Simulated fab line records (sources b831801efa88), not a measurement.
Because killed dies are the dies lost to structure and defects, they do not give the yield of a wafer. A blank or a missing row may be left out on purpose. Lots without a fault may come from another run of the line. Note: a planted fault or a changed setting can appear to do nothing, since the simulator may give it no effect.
fab line records | flow sky130
[record] lots = 7 wafers = 21 lastDay = 50
route steps=708 shown POLY_GATE@218
lots untouched by any fault: they come from a run of this same line in which no faults occurred
startH: hours from the record's first day to the start of the lot's first wafer shown | waitH: time in hours since the lot's previous step | " unchanged from the row above | L1.1+2: one row covering several wafers at once | - no value, or no start given | * or withheld: withheld | < > ~ a bound
route shown NAME@n: a module of which the file shows steps, and the number in the route of the first | usual: mean and standard deviation over wafers with no fault | same: alike in all rows | chamber/n: place in a boat | sites: per-site readings | _std_site: their standard deviation | _edge_site: mean of outer sites minus mean of inner sites | radiusMm: how far each site lies from the wafer's centre | mask NAME#n: copy n | behind: the tool/chamber that last shaped the wafer | hold: what put the lot on hold/how long, in hours/how the hold closed | device: the n, p or np transistor that did not switch | end of line: at the end of the route, the tests of the same wafers | a step with no rows: only its recipe | killed: at the first sort, the dies lost to defects and structure; wafer yield is something else | map: per-die view of a wafer (x killed, . not killed, _ where there is no die)
set.NAME: the setting as run; set.NAME@STEP: as run at that earlier step | model.NAME: the simulator's own value behind a step, which no gauge read
lots seen at some steps along the route; tables by step, rows by wafer
services: the hour from which a tool's chamber was out of use, counted from the record's first day as startH (under 0 if before that day), plus the number of hours and why
[[steps]]
[step SKY_POLY_GATE_THK_MEAS_04]
[recipe] reads = Si3N4_of_POLY_GATE_CVD_03
[usual] POLY_GATE_CVD_03_THK = 75.5/0.78
// columns lot.wafer tool chamber startH waitH POLY_GATE_CVD_03_THK[nm]
L919.2 filmMetro-04 - 350.88 0.0 74.3
L919.3 " - " " 73.9
L919.6 " - " " 73.9
L925.1 filmMetro-03 - 407.81 0.0 75.6
L925.4 " - " " 75.6
L925.6 " - " " 75.0
L926.2 filmMetro-03 - 411.43 0.0 75.8
L926.3 " - " " 75.9
L926.6 " - " " 75.6
L927.1 filmMetro-03 - 423.10 0.0 76.0
L927.2 " - " " 75.9
L927.3 " - " " 75.8
L934.1 filmMetro-01 - 470.77 0.0 75.5
L934.2 " - " " 75.6
L934.5 " - " " 75.9
L936.1 filmMetro-03 - 493.44 0.0 75.6
L936.3 " - " " 75.9
L936.4 " - " " 75.7
L941.2 filmMetro-01 - 522.95 0.0 75.5
L941.4 " - " " 75.8
L941.6 " - " " 76.3
[step SKY_POLY_GATE_DEHYDRATE_05]
[recipe] tempC = 200 timeS = 60
[step SKY_POLY_GATE_HMDS_06]
[recipe] primeTimeS = 60 primeTempC = 120
[step SKY_POLY_GATE_COAT_07]
[recipe] resist = BARC tempC = withheld timeS = withheld spinRpm = 3000 resistThkNm = 110
[step SKY_POLY_GATE_COAT_08]
[recipe] resist = KrF-thick spinRpm = 3000 resistThkNm = 450
[step SKY_POLY_GATE_SOFTBAKE_09]
[recipe] tempC = 100 timeS = 90 resist = KrF-thick
[step SKY_POLY_GATE_EXPOSE_10]
[recipe] maskId = P1M na = 0.68 sourceShape = conventional sigmaOuter = 0.6 targetCdNm = 150 doseMj = 28
[step SKY_POLY_GATE_PEB_11]
[recipe] pebTempC = withheld pebTimeS = withheld resist = KrF-thick
[step SKY_POLY_GATE_DEVELOP_12]
[recipe] developTimeS = 60 resist = KrF-thick devTempC = 21
[step SKY_POLY_GATE_CD_MEAS_13]
[recipe] targetCdNm = 150
[usual] cdNm = 149.6/1.4
// columns lot.wafer tool chamber startH waitH cdNm
L919.2 cdSem-01 - 377.64 - 148.2
L919.3 " - " " 148.8
L919.6 " - " " 148.6
L925.1 cdSem-01 - 437.56 - 149.8
L925.4 " - " " 150.5
L925.6 " - " " 150.0
L926.2 cdSem-01 - 442.29 - 148.0
L926.3 " - " " 147.0
L926.6 " - " " 147.4
L927.1 cdSem-02 - 453.47 - 151.6
L927.2 " - " " 151.5
L927.3 " - " " 150.7
L934.1 cdSem-02 - 500.26 - 150.1
L934.2 " - " " 150.3
L934.5 " - " " 152.0
L936.1 cdSem-01 - 517.81 - 148.1
L936.3 " - " " 147.8
L936.4 " - " " 148.5
L941.2 cdSem-02 - 553.28 - 150.8
L941.4 " - " " 152.0
L941.6 " - " " 149.6
[step SKY_POLY_GATE_OVL_MEAS_14]
[usual] POLY_GATE_OVL = -2/5.3
// columns lot.wafer tool chamber startH waitH POLY_GATE_OVL[nm]
L919.2 overlay-02 - 377.75 0.1 -7
L919.3 " - " " 1
L919.6 " - " " -8
L925.1 overlay-01 - 437.68 0.1 1
L925.4 " - " " -8
L925.6 " - " " -12
L926.2 overlay-01 - 442.40 0.1 -4
L926.3 " - " " 0
L926.6 " - " " -1
L927.1 overlay-01 - 453.59 0.1 -3
L927.2 " - " " 2
L927.3 " - " " -1
L934.1 overlay-01 - 500.38 0.1 -2
L934.2 " - " " 5
L934.5 " - " " 2
L936.1 overlay-02 - 517.93 0.1 -10
L936.3 " - " " -9
L936.4 " - " " -4
L941.2 overlay-01 - 553.39 0.1 -6
L941.4 " - " " -6
L941.6 " - " " -3
[step SKY_POLY_GATE_ETCH_15]
[recipe] chemistry = N2/H2 target = BARC ionEnergyEv = 200 sourceW = 500 biasW = 100 pressureMtorr = 30 n2FlowSccm = 100 h2FlowSccm = 200 stopOn = SiO2 timeS = 118.5 targetDepthA = 1100
[usual] biasW = 100.01/0.28 chamberPressureMTorr = 30.001/0.026 drypumpMotorCurrentA = 5.8/0.39 oesProductAu = 0.717/0.005 throttleValvePct = 13.214/0.0093
// columns lot.wafer tool chamber startH waitH biasW chamberPressureMTorr drypumpMotorCurrentA oesProductAu rfHoursCounterH throttleValvePct
L919.2 rieDiel-03 1 377.78 0.0 100.39 30.008 6.3 0.711 99 13.218
L919.3 " 0 " " 99.76 29.986 5.7 0.716 111 13.223
L919.6 " 3 " " 99.72 30.010 5.8 0.708 - 13.207
L925.1 rieDiel-03 1 437.72 0.0 99.82 29.988 6.3 0.714 100 13.217
L925.4 " 0 " " 100.05 29.989 5.7 0.713 1 13.211
L925.6 " 0 " " 99.96 29.994 5.7 0.714 - 13.200
L926.2 rieDiel-04 0 442.43 0.0 100.10 29.999 5.5 0.716 1 13.211
L926.3 " 2 " " 99.86 29.991 6.3 0.718 7 13.218
L926.6 " 1 " " 99.74 29.968 5.3 0.722 - 13.206
L927.1 rieDiel-01 0 453.63 0.0 100.30 30.001 6.6 0.718 27 13.230
L927.2 " 3 " " 100.65 30.027 5.1 0.711 19 13.219
L927.3 " 2 " " 100.07 29.993 5.9 0.714 0 13.225
L934.1 rieDiel-03 3 500.42 0.0 100.75 30.025 5.9 0.720 9 13.212
L934.2 " 2 " " 100.03 29.981 6.0 0.722 10 13.214
L934.5 " 1 " " 100.25 29.984 6.3 0.716 - 13.216
L936.1 rieDiel-03 2 517.97 0.0 100.53 30.006 6.0 0.717 10 13.203
L936.3 " 0 " " 99.92 30.017 5.7 0.713 3 13.191
L936.4 " 1 " " 99.65 30.036 6.3 0.723 1 13.218
L941.2 rieDiel-03 0 553.42 0.0 99.57 30.017 5.7 0.717 3 13.213
L941.4 " 1 " " 100.05 29.978 6.3 0.710 1 13.213
L941.6 " 0 " " 99.55 29.967 5.7 0.718 - 13.208
[step SKY_POLY_GATE_ETCH_16]
[recipe] stopOn = poly-Si chemistry = CH3F/O2 target = Si3N4 sourceW = 400 biasW = 80 pressureMtorr = 25 ch3fFlowSccm = 40 O2_flow_sccm = 30 timeS = 147.5 targetDepthA = 750
[usual] O2_flow_sccm = 30.01/0.094 biasW = 80.00/0.25 drypumpMotorCurrentA = 5.8/0.39 oesProductAu = 0.642/0.0054 throttleValvePct = 10.535/0.0088
// columns lot.wafer tool chamber startH waitH O2_flow_sccm biasW drypumpMotorCurrentA oesProductAu rfHoursCounterH throttleValvePct model.KrF-thick_of_POLY_GATE_COAT_08.thkNm
L919.2 rieDiel-03 1 377.86 0.0 30.03 80.18 6.3 0.642 99 10.536 228.7
L919.3 " 0 " " 30.10 80.41 5.7 0.638 111 10.532 236.9
L919.6 " 3 " " 30.08 79.98 5.8 0.630 - 10.548 233
L925.1 rieDiel-03 1 437.80 0.0 - - - - - - 345.1
L925.4 " 0 " " - - - - - - 345
L925.6 " 0 " " - - - - - - 345.3
L926.2 rieDiel-04 0 442.51 0.0 - - - - - - 341.5
L926.3 " 2 " " - - - - - - 343.8
L926.6 " 1 " " - - - - - - 345.7
L927.1 rieDiel-01 0 453.71 0.0 - - - - - - 346.4
L927.2 " 3 " " - - - - - - 346.9
L927.3 " 2 " " - - - - - - 347.3
L934.1 rieDiel-03 3 500.50 0.0 30.00 79.78 5.9 0.650 9 10.528 234.9
L934.2 " 2 " " 30.00 80.34 6.0 0.641 10 10.528 244.1
L934.5 " 1 " " 29.88 80.24 6.3 0.644 - 10.534 232.8
L936.1 rieDiel-03 2 518.05 0.0 30.00 80.30 6.0 0.639 11 10.545 240.2
L936.3 " 0 " " 30.00 80.13 5.7 0.642 3 10.547 230.8
L936.4 " 1 " " 30.03 80.10 6.3 0.644 1 10.527 227.6
L941.2 rieDiel-03 0 553.50 0.0 29.91 79.84 5.7 0.645 3 10.528 232.8
L941.4 " 1 " " 29.96 80.14 6.3 0.648 1 10.528 228.6
L941.6 " 0 " " 30.10 80.12 5.7 0.646 - 10.521 232.5
[step SKY_POLY_GATE_ETCH_17]
[recipe] targetDepthNm = 180 stopOn = SiO2 overEtchFrac = 0.56667 chemistry = HBr/Cl2 target = poly-Si icpW = 400 biasW = 100 pressureMtorr = 10 HBr_flow_sccm = 150 Cl2_flow_sccm = 50 timeS = 70.5
[usual] HBr_flow_sccm = 150.0/0.43 biasW = 100.00/0.28 drypumpMotorCurrentA = 5.8/0.67 oesProductAu = 0.984/0.01 throttleValvePct = 33.683/0.0088
[same] overEtchFrac = 0.56667
// columns lot.wafer tool chamber startH waitH HBr_flow_sccm biasW drypumpMotorCurrentA oesProductAu rfHoursCounterH throttleValvePct model.KrF-thick_of_POLY_GATE_COAT_08.thkNm
L919.2 rieSi-02 3 377.96 0.0 150.8 99.86 6.3 0.958 69 33.677 140.4
L919.3 " 0 " " 150.4 99.87 6.2 0.982 5 33.680 144.3
L919.6 " 1 " " 150.3 99.96 4.9 0.982 - 33.680 141
L925.1 rieSi-02 3 437.90 0.0 150.5 99.82 6.2 0.959 69 33.683 255.8
L925.4 " 2 " " 150.2 99.62 4.8 0.990 69 33.686 250.5
L925.6 " 1 " " 149.8 100.28 4.9 0.984 - 33.699 253.4
L926.2 rieSi-01 0 442.61 0.0 150.5 99.91 5.9 0.987 1 33.689 246.1
L926.3 " 1 " " 149.6 99.77 6.8 0.982 11 33.679 248.5
L926.6 " 3 " " 149.6 100.24 6.1 0.984 - 33.687 252.1
L927.1 rieSi-01 0 453.81 0.0 149.4 99.66 5.9 1.004 1 33.669 250.1
L927.2 " 3 " " 150.2 99.95 6.1 0.992 43 33.686 251.9
L927.3 " 1 " " 149.7 99.74 6.8 1.007 11 33.684 250.3
L934.1 rieSi-02 0 500.60 0.0 150.0 99.99 6.3 0.994 6 33.673 141.7
L934.2 " 1 " " 149.7 99.92 4.9 0.986 2 33.693 150.5
L934.5 " 0 " " 150.3 100.39 6.2 0.984 - 33.680 140.3
L936.1 rieSi-02 3 518.15 0.0 149.7 99.23 6.2 0.985 0 33.677 146.1
L936.3 " 0 " " 149.7 99.98 6.2 0.975 7 33.679 137.3
L936.4 " 2 " " 149.2 99.82 4.8 0.978 0 33.689 135.2
L941.2 rieSi-01 0 553.60 0.0 150.4 99.98 5.8 0.990 2 33.703 135.9
L941.4 " 1 " " 150.5 100.16 6.8 0.979 - 33.676 132
L941.6 " 2 " " 149.4 99.76 5.6 0.979 - 33.697 138.3
[step SKY_POLY_GATE_STRIP_18]
[recipe] chemistry = O2/N2 powerW = 1400 pressureMtorr = 1500 platenTempC = withheld o2FlowSccm = 3000 n2FlowSccm = 300 overashFraction = 0.5
[usual] drypumpMotorCurrentA = 5.77/0.26 oesProductAu = 0.361/0.0047 stripTimeToEndpointS = 3.17/0.055
[same] overashFraction = 0.5
// columns lot.wafer tool chamber startH waitH drypumpMotorCurrentA oesProductAu rfHoursCounterH stripTimeToEndpointS
L919.2 plasmaAsher-03 1 378.01 0.0 5.79 0.366 67 3.17
L919.3 " 1 " " 5.79 0.363 - 3.22
L919.6 " 0 " " 6.12 0.363 - 3.17
L925.1 plasmaAsher-02 0 437.96 0.0 5.66 0.420 1 4.42
L925.4 " 0 " " 5.64 0.404 - 4.35
L925.6 " 1 " " 5.67 0.407 - 4.37
L926.2 plasmaAsher-03 0 442.66 0.0 6.14 0.403 74 4.30
L926.3 " 1 " " 5.77 0.402 - 4.34
L926.6 " 1 " " 5.79 0.407 - 4.36
L927.1 plasmaAsher-03 0 453.87 0.0 6.14 0.412 75 4.35
L927.2 " 1 " " 5.77 0.413 75 4.37
L927.3 " 1 " " 5.77 0.411 - 4.34
L934.1 plasmaAsher-03 1 500.66 0.0 5.77 0.358 80 3.20
L934.2 " 0 " " 6.15 0.365 80 3.30
L934.5 " 0 " " 6.15 0.365 - 3.16
L936.1 plasmaAsher-01 0 518.21 0.0 5.97 0.364 43 3.26
L936.3 " 0 " " 5.97 0.359 - 3.15
L936.4 " 1 " " 5.33 0.363 - 3.11
L941.2 plasmaAsher-03 0 553.66 0.0 6.13 0.353 86 3.12
L941.4 " 0 " " 6.15 0.361 - 3.07
L941.6 " 1 " " 5.77 0.362 - 3.14
[step SKY_POLY_GATE_CLEAN_19]
[recipe] chemistry = SC1/SC2 mix = 1:4:20 tempC = 70 timeS = 150 dry = n2Spin
[[services]]
// columns tool chamber startH hours kind
rieSi-01 - 356.97 4.0 pm
plasmaAsher-01 - 357.12 2.0 repair
rieSi-01 3 363.89 9.6 repair
plasmaAsher-01 - 365.28 0.6 repair
plasmaAsher-02 - 376.96 10.0 repair
plasmaAsher-03 - 387.40 5.2 repair
plasmaAsher-02 - 421.25 9.0 pm
rieSi-01 - 457.07 0.3 repair
rieSi-02 - 463.22 0.3 repair
plasmaAsher-03 - 464.08 0.7 repair
rieDiel-04 0 474.53 4.5 repair
rieSi-02 2 475.87 10.0 repair
rieDiel-03 0 478.36 5.5 repair
rieDiel-04 - 478.75 0.2 repair
plasmaAsher-01 - 486.39 2.0 repair
rieSi-01 - 493.34 28.1 pm
rieDiel-03 2 493.57 4.8 repair
rieDiel-01 1 505.84 2.6 repair
rieSi-02 - 505.95 1.4 repair
rieDiel-01 - 505.96 0.8 repair
plasmaAsher-02 - 528.69 2.5 repair
rieSi-01 1 530.90 10.6 repair
rieDiel-03 2 542.87 4.1 repair
plasmaAsher-02 - 542.97 0.3 repair
[[key]]
[firstSign] step = SKY_POLY_GATE_ETCH_16 reading = toolRecord direction = missing
[effect] step = SKY_POLY_GATE_STRIP_18 reading = stripTimeToEndpointS direction = up sigmas = 22 usual = * struck = *
[modelEffect] step = SKY_POLY_GATE_ETCH_16 value = KrF-thick_of_POLY_GATE_COAT_08.thkNm without = 234.9 struck = 345.2
[modelEffect] step = SKY_POLY_GATE_ETCH_17 value = KrF-thick_of_POLY_GATE_COAT_08.thkNm without = 140.6 struck = 251
metAt SKY_POLY_GATE_ETCH_16
struckWafers L925.1,L925.4,L925.6,L926.2,L926.3,L926.6,L927.1,L927.2,L927.3
laterRowsLeftOut L925.1,L925.4,L925.6,L926.2,L926.3,L926.6,L927.1,L927.2,L927.3
sortLeftOut L925.1,L925.4,L925.6,L926.2,L926.3,L926.6,L927.1,L927.2,L927.3
testerLeftOut L925,L926,L927
onsetBetween 377.86 437.80
[fault] kind = skippedStepWhole tool = rieDiel-01,rieDiel-03,rieDiel-04 chamber = - onsetH = 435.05 steps = SKY_POLY_GATE_ETCH_16 scope = struckLotsOnly
// testerLeftOut: of these lots the tester's yield and bins aren't shown, on N5 and GAA mostly nor the transistor test; their killed dies are dies lost to structure and defects alone, not to doping, threshold or leakage, so they don't give the yield
// sortLeftOut: the simulated sort isn't trusted on such a fault, so these wafers' sort isn't shown, and their yield isn't known
// laterRowsLeftOut: the simulator's readings of these wafers behind a module that went badly wrong aren't trusted and aren't shown, but for the sort
